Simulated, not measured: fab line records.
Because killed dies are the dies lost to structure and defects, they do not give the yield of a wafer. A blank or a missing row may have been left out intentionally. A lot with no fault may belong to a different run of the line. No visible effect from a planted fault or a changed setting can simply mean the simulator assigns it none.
fab line records	flow sky130
record lots=6	wafers=18	lastDay=50
route steps=708 shown VIA4@645 PAD_OPEN@708
lots untouched by any fault: they come from a run of this same line in which no faults occurred
startH: the number of hours between the record's first day and the start of the first shown wafer of the lot	waitH: how many hours have passed since the lot's step before this one	" identical to the entry in the row above	L1.1+2: one row covering several wafers at once	- no value present, or no start provided	* or withheld: withheld	< > ~ a bound
route shown NAME@n: names a module that has steps shown in the file, with the first one's number in the route	usual: average and standard deviation across the fault-free wafers	same: alike in all rows	chamber/n: place in a boat	sites: the reading at each site	_std_site: standard deviation across them	_edge_site: the outer-site mean with the inner-site mean subtracted	radiusMm: for every site, how far away it sits from the centre of the wafer	mask NAME#n: copy n	behind: the tool/chamber that last shaped the wafer	hold: why the lot was held/for how many hours/how that ended	device: the n, p or np transistor that did not switch	end of line: the route-end tests of the same wafers	where a step has no rows: the recipe by itself	killed: the dies lost at the first sort to structure and to defects; this is not the yield of the wafer	map: a wafer's dies, x killed, . not, _ none there
set.NAME: the setting as run; set.NAME@STEP: as run at that earlier step	model.NAME: the simulator's own value behind a step, which no gauge read
lots at selected steps of the route; one table per step, one row per wafer
services: from which hour (startH, from the record's first day; less than 0 if before it) a tool's chamber was out of use, for how many hours, and why
## steps
# step SKY_VIA4_COAT_06
# recipe resist=NOVOLAK	spinRpm=3000	resistThkNm=1140
# step SKY_VIA4_SOFTBAKE_07
# recipe tempC=90	timeS=60	resist=NOVOLAK
# step SKY_VIA4_EXPOSE_08
# recipe maskId=VIM4	na=0.6	sourceShape=conventional	sigmaOuter=0.6	polarization=unpolarized	targetCdNm=800	doseMj=132
# step SKY_VIA4_PEB_09
# recipe tempC=withheld	timeS=*	resist=NOVOLAK
# step SKY_VIA4_DEVELOP_10
# recipe resist=NOVOLAK	developer=TMAH	developTimeS=60	devTempC=23
# step SKY_VIA4_OVL_MEAS_11
# usual VIA4_OVL=1.1/1.3
lot.wafer	tool	chamber	startH	waitH	VIA4_OVL[nm]
L285.1	overlay-02	-	1048.42	0.1	1.7
L285.2	"	-	"	"	1.8
L285.5	"	-	"	"	1.2
L287.2	overlay-01	-	1061.57	0.1	0.8
L287.3	"	-	"	"	0.8
L287.4	"	-	"	"	1.3
L290.1	overlay-01	-	1080.70	0.1	1.5
L290.5	"	-	"	"	1.2
L290.6	"	-	"	"	0.8
L291.1	overlay-02	-	1091.10	0.1	1.4
L291.2	"	-	"	"	2.3
L291.3	"	-	"	"	1.3
L298.1	overlay-02	-	1126.80	0.1	0.5
L298.3	"	-	"	"	1.8
L298.4	"	-	"	"	0.6
L302.2	overlay-02	-	1144.77	0.1	-0.5
L302.3	"	-	"	"	0.0
L302.5	"	-	"	"	-1.8
# step SKY_VIA4_ETCH_12
# recipe target=SiO2	chemistry=C4F8/O2/Ar	stopOn=TiN	maskMaterial=NOVOLAK	sourceW=1500	biasW=1200	pressureMtorr=40	c4f8FlowSccm=withheld	O2_flow_sccm=6	Ar_flow_sccm=300	timeS=withheld	targetDepthA=5800
# usual chamberPressureMTorr=40.00/0.037	oesProductAu=0.927/0.0043
lot.wafer	tool	chamber	startH	waitH	chamberPressureMTorr	oesProductAu
L285.1	rieDiel-01	2	1048.46	0.0	39.93	0.932
L285.2	"	0	"	"	40.00	0.924
L285.5	"	0	"	"	40.03	0.925
L287.2	rieDiel-01	0	1061.60	0.0	39.98	0.922
L287.3	"	2	"	"	40.03	0.925
L287.4	"	0	"	"	40.00	0.929
L290.1	rieDiel-01	2	1080.73	0.0	40.01	0.922
L290.5	"	0	"	"	39.94	0.927
L290.6	"	3	"	"	40.03	0.934
L291.1	rieDiel-04	3	1091.13	0.0	39.94	0.924
L291.2	"	0	"	"	40.01	0.929
L291.3	"	2	"	"	40.07	0.927
L298.1	rieDiel-04	2	1126.83	0.0	39.98	0.932
L298.3	"	1	"	"	40.02	0.927
L298.4	"	2	"	"	40.07	0.919
L302.2	rieDiel-01	0	1144.80	0.0	40.01	0.928
L302.3	"	3	"	"	40.00	0.934
L302.5	"	2	"	"	39.96	0.934
# step SKY_VIA4_STRIP_13
# recipe chemistry=O2/N2	powerW=1400	pressureMtorr=1500	platenTempC=withheld	o2FlowSccm=3000	n2FlowSccm=300	overashFraction=0.5
# usual chamberPressureMTorr=1500.1/1.4	drypumpMotorCurrentA=5.64/0.29	oesProductAu=0.710/0.0046	stripTimeToEndpointS=12.80/0.03
lot.wafer	tool	chamber	startH	waitH	chamberPressureMTorr	drypumpMotorCurrentA	oesProductAu	rfHoursCounterH	stripTimeToEndpointS
L285.1	plasmaAsher-04	0	1048.53	-	1500.7	5.81	0.716	63	12.77
L285.2	"	1	"	"	1499.1	5.78	0.712	63	12.82
L285.5	"	0	"	"	1499.3	5.80	0.711	-	12.85
L287.2	plasmaAsher-04	0	1061.67	-	1499.0	5.78	0.708	64	12.78
L287.3	"	1	"	"	1500.6	5.76	0.701	-	12.78
L287.4	"	0	"	"	1498.7	5.80	0.708	-	12.78
L290.1	plasmaAsher-03	1	1080.81	-	1501.5	5.13	0.714	96	12.78
L290.5	"	0	"	"	1501.3	5.46	0.714	-	12.77
L290.6	"	1	"	"	1500.2	5.13	0.711	-	12.86
L291.1	plasmaAsher-01	1	1091.21	-	1499.3	5.60	0.703	2	12.80
L291.2	"	0	"	"	1501.0	6.09	0.716	2	12.77
L291.3	"	1	"	"	1502.3	5.60	0.710	-	12.81
L298.1	plasmaAsher-03	0	1126.94	-	1498.7	5.46	0.711	100	12.83
L298.3	"	0	"	"	1500.7	5.45	0.710	-	12.76
L298.4	"	1	"	"	1500.8	5.17	0.711	-	12.80
L302.2	plasmaAsher-04	1	1144.87	-	1498.9	5.73	0.709	72	12.78
L302.3	"	0	"	"	1501.3	5.79	0.713	-	12.80
L302.5	"	1	"	"	1500.6	5.77	0.707	-	12.80
# step SKY_VIA4_STRIP_14
# recipe chemistry=postEtchResidueRemover	timeS=1200	tempC=72.5
# step SKY_VIA4_CLEAN_15
# recipe chemistry=IPA	timeS=180	tempC=25
# step SKY_VIA4_CLEAN_16
# recipe chemistry=O3/DIW	dry=n2Spin
# step SKY_VIA4_SPUTTER_17
# recipe material=TiN	targetThkNm=20	chamberPressurePa=5	powerW=4000	timeS=80
# usual throttleValvePct=29.9/0.99
lot.wafer	tool	chamber	startH	waitH	throttleValvePct
L285.1	pvdSputter-03	-	1049.12	0.0	29.3
L285.2	"	-	"	"	29.5
L285.5	"	-	"	"	30.0
L287.2	pvdSputter-01	-	1062.30	0.0	29.3
L287.3	"	-	"	"	31.2
L287.4	"	-	"	"	31.0
L290.1	pvdSputter-03	-	1081.40	0.0	29.8
L290.5	"	-	"	"	29.7
L290.6	"	-	"	"	31.1
L291.1	pvdSputter-02	-	1091.84	0.0	28.3
L291.2	"	-	"	"	30.1
L291.3	"	-	"	"	29.1
L298.1	pvdSputter-01	-	1127.97	0.0	29.3
L298.3	"	-	"	"	30.7
L298.4	"	-	"	"	30.9
L302.2	pvdSputter-02	-	1145.47	0.0	29.2
L302.3	"	-	"	"	28.1
L302.5	"	-	"	"	29.4
# step SKY_VIA4_CVD_18
# recipe material=W	targetThkNm=505	timeS=152.14	tempC=400	pressureTorr=40
# usual heaterPowerW=816/29	susceptorTempC=399.99/0.23
lot.wafer	tool	chamber	startH	waitH	heaterPowerW	susceptorTempC	model.W_of_VIA4_CVD_18.thkNm
L285.1	cvdW-02	1	1049.19	0.0	831	400.46	504.2
L285.2	"	0	"	"	810	399.88	512.2
L285.5	"	0	"	"	784	400.22	517.2
L287.2	cvdW-01	0	1062.36	0.0	872	399.84	504.2
L287.3	"	1	"	"	827	399.47	495.7
L287.4	"	0	"	"	869	399.88	506.6
L290.1	cvdW-02	1	1081.46	0.0	793	400.13	509.3
L290.5	"	0	"	"	778	397.34	486.5
L290.6	"	1	"	"	812	400.35	505.7
L291.1	cvdW-02	1	1091.90	0.0	764	399.88	500.8
L291.2	"	0	"	"	785	397.34	487.6
L291.3	"	0	"	"	780	397.41	482.9
L298.1	cvdW-01	0	1128.03	0.0	887	399.86	498.3
L298.3	"	1	"	"	822	400.46	495.1
L298.4	"	0	"	"	864	399.81	497.1
L302.2	cvdW-01	0	1145.53	0.0	866	400.02	496.6
L302.3	"	1	"	"	811	399.97	500.3
L302.5	"	1	"	"	817	400.42	498.5
# step SKY_VIA4_RS_MEAS_19
# recipe thkMeasGauge=four-point-probe	reads=W_of_VIA4_CVD_18+TiN_of_VIA4_SPUTTER_17
# usual VIA4_W_RS=0.2267/0.003
lot.wafer	tool	chamber	startH	waitH	VIA4_W_RS[ohm/sq]
L285.1	filmMetro-02	-	1049.34	0.1	0.2275
L285.2	"	-	"	"	0.2237
L285.5	"	-	"	"	0.2213
L287.2	filmMetro-04	-	1062.53	0.1	0.2275
L287.3	"	-	"	"	0.2309
L287.4	"	-	"	"	0.2264
L290.1	filmMetro-02	-	1081.61	0.1	0.2248
L290.5	"	-	"	"	0.2351
L290.6	"	-	"	"	0.2266
L291.1	filmMetro-04	-	1092.05	0.1	0.2289
L291.2	"	-	"	"	0.2350
L291.3	"	-	"	"	0.2371
L298.1	filmMetro-02	-	1128.18	0.1	0.2298
L298.3	"	-	"	"	0.2312
L298.4	"	-	"	"	0.2305
L302.2	filmMetro-02	-	1145.70	0.1	0.2304
L302.3	"	-	"	"	0.2288
L302.5	"	-	"	"	0.2300
# step SKY_VIA4_THK_MEAS_20
# recipe thkMeasGauge=xrf	reads=W_of_VIA4_CVD_18
# usual VIA4_W_THK=482/6.8
lot.wafer	tool	chamber	startH	waitH	VIA4_W_THK[nm]
L285.1	filmMetro-02	-	1049.46	0.1	484
L285.2	"	-	"	"	494
L285.5	"	-	"	"	495
L287.2	filmMetro-04	-	1062.64	0.1	477
L287.3	"	-	"	"	469
L287.4	"	-	"	"	478
L290.1	filmMetro-02	-	1081.73	0.1	487
L290.5	"	-	"	"	466
L290.6	"	-	"	"	482
L291.1	filmMetro-04	-	1092.17	0.1	477
L291.2	"	-	"	"	465
L291.3	"	-	"	"	459
L298.1	filmMetro-02	-	1128.30	0.1	477
L298.3	"	-	"	"	473
L298.4	"	-	"	"	474
L302.2	filmMetro-02	-	1145.81	0.1	476
L302.3	"	-	"	"	479
L302.5	"	-	"	"	476
# step SKY_VIA4_CMP_21
# recipe stopOn=SiO2	tOverpolishS=25	downForcePsi=3.5	platenRpm=60	targetThkNm=0	padVelocityMS=0.94248
# usual edgeZonePressureFrac=1.000/0.0051	motorCurrentA=11.1/0.93	overpolishRunS=25.000/0.0094	slurryFilterDpKPa=13.51/0.14	timeToEndpointS=124/4.3
lot.wafer	tool	chamber	startH	waitH	edgeZonePressureFrac	motorCurrentA	overpolishRunS	slurryFilterDpKPa	timeToEndpointS
L285.1	cmp-02	3	1049.63	0.2	1.001	11.0	25.013	13.49	118
L285.2	"	1	"	"	0.999	12.4	24.988	13.23	125
L285.5	"	3	"	"	1.007	11.1	24.996	13.52	124
L287.4	cmp-01	2	1062.69	0.0	0.993	9.8	25.006	13.44	124
L287.3	"	0	"	"	0.996	10.5	25.009	13.40	122
L287.2	"	1	"	"	0.997	11.5	25.005	13.58	131
L290.1	cmp-01	2	1084.40	2.7	0.998	10.3	24.994	13.49	121
L290.5	"	1	"	"	0.995	11.7	24.997	13.40	118
L290.6	"	2	"	"	1.001	8.8	25.003	13.50	121
L291.3	cmp-01	1	1092.28	0.1	1.006	11.9	24.990	13.90	121
L291.2	"	2	"	"	0.998	10.1	25.012	13.31	116
L291.1	"	3	"	"	1.005	11.7	25.002	13.35	125
L298.3	cmp-01	3	1128.36	0.0	1.000	11.4	25.015	13.57	121
L298.4	"	0	"	"	0.996	9.6	25.013	13.38	118
L298.1	"	1	"	"	1.002	11.6	25.001	13.66	130
L302.2	cmp-02	3	1145.91	0.1	1.016	10.5	24.981	13.23	121
L302.3	"	1	"	"	0.993	12.1	25.003	13.37	124
L302.5	"	3	"	"	1.008	10.6	24.990	13.85	122
# step SKY_PAD_OPEN_PROBE_99
# usual defectLimitedYield=82.6/2	killed_at_M0_to_M3=43/7.6	killed_at_M4_up=2.9/1.9	killedAtContacts=24/5	killedAtFrontEnd=15/4.3	killedAtOther=0.3/0.54	killedDies=85/10	killedOnRim=17/3.9	killedOpen=47/7	killedShort=38/6.4	sort_bin_3_pad_short=0.8/0.4	sort_bin_5_function=10.3/1.6	sort_bin_6_memory=6.2/1.1	sortNPass=407/10	sortYieldPct=82.6/2
# same grossDies=492	killedAtBackSide=0	sort_bin_4_leakage[%]=0	sort_bin_8_speed[%]=0
lot.wafer	tool	chamber	startH	waitH	defectLimitedYield[%]	killed_at_M0_to_M3	killed_at_M4_up	killedAtContacts	killedAtFrontEnd	killedAtOther	killedDies	killedOnRim	killedOpen	killedShort	sort_bin_3_pad_short[%]	sort_bin_5_function[%]	sort_bin_6_memory[%]	sortNPass	sortYieldPct[%]
L285.1	prober-02	-	1114.24	0.1	85.6	43	2	19	7	0	71	19	44	27	0.8	8.7	4.9	421	85.6
L285.2	prober-02	-	1114.29	0.1	85.8	31	1	24	14	0	70	16	36	34	0.8	8.7	4.7	422	85.8
L285.5	prober-02	-	1114.44	0.2	79.5	54	5	25	17	0	101	19	53	48	1.2	11.4	7.9	391	79.5
# killed by level:class
L285.1 CONTACT:geometricParticle:open=10 METAL1:geometricParticle:short=9 VIA1:geometricParticle:open=9 VIA2:geometricParticle:open=8 LI_CONTACT:geometricParticle:open=5 VIA3:geometricParticle:open=5 METAL2:geometricParticle:short=4 METAL2:geometricParticle:open=3
L285.2 CONTACT:geometricParticle:open=8 VIA1:geometricParticle:open=7 FIELD_ISO:geometricParticle:short=5 LI_CONTACT:geometricParticle:open=5 LOCAL_INTERCONNECT:geometricParticle:short=5 VIA3:geometricParticle:short=5 CONTACT:geometricParticle:short=4 METAL1:geometricParticle:short=4
L285.5 VIA2:geometricParticle:open=13 CONTACT:geometricParticle:open=10 CONTACT:geometricParticle:short=7 METAL1:geometricParticle:short=7 METAL2:geometricParticle:short=7 LI_CONTACT:geometricParticle:open=6 VIA1:geometricParticle:open=6 FIELD_ISO:geometricParticle:short=4
## services
tool	chamber	startH	hours	kind
rieDiel-04	2	1031.03	4.7	repair
cmp-01	-	1034.64	5.1	repair
pvdSputter-01	-	1041.22	5.3	repair
rieDiel-04	0	1045.78	10.8	repair
plasmaAsher-01	-	1055.25	9.0	pm
rieDiel-01	3	1056.44	7.9	repair
pvdSputter-02	-	1056.81	9.3	repair
plasmaAsher-01	-	1061.47	0.3	repair
pvdSputter-03	1	1063.43	-	consumableReplace:kit
pvdSputter-03	1	1063.43	18.0	scheduledDown
plasmaAsher-01	-	1064.25	4.3	pm
cmp-02	-	1067.27	4.4	repair
rieDiel-04	3	1067.45	23.5	repair
cmp-02	-	1073.64	2.6	repair
cmp-02	-	1077.25	0.7	repair
cmp-01	-	1078.41	4.4	repair
cmp-02	-	1080.84	4.0	pm
plasmaAsher-03	-	1089.18	0.5	repair
rieDiel-04	3	1113.27	5.9	repair
rieDiel-04	0	1120.85	13.5	repair
rieDiel-04	3	1123.31	4.1	repair
cmp-01	-	1130.51	1.9	repair
pvdSputter-03	-	1141.50	7.6	repair
cmp-02	-	1141.95	1.3	repair
## key
firstSign step=SKY_VIA4_CVD_18	reading=susceptorTempC	direction=down	sigmas=12	usual=*	struck=*
effect step=SKY_VIA4_RS_MEAS_19	reading=VIA4_W_RS	direction=up	sigmas=3	usual=0.2267	struck=0.2358
effect step=SKY_VIA4_THK_MEAS_20	reading=VIA4_W_THK	direction=down	sigmas=2.7	usual=482	struck=463
modelEffect step=SKY_VIA4_CVD_18	value=W_of_VIA4_CVD_18.thkNm	without=508.1	struck=485.7
metAt SKY_VIA4_CVD_18
struckWafers L290.5,L291.2,L291.3
onsetBetween 1049.19 1081.46
fault kind=processParameterDrift	tool=cvdW-02	chamber=0	onsetH=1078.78	steps=SKY_VIA4_CVD_18	channel=tempC	offset=*	shape=step	endH=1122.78	actsIn=*	stated=*
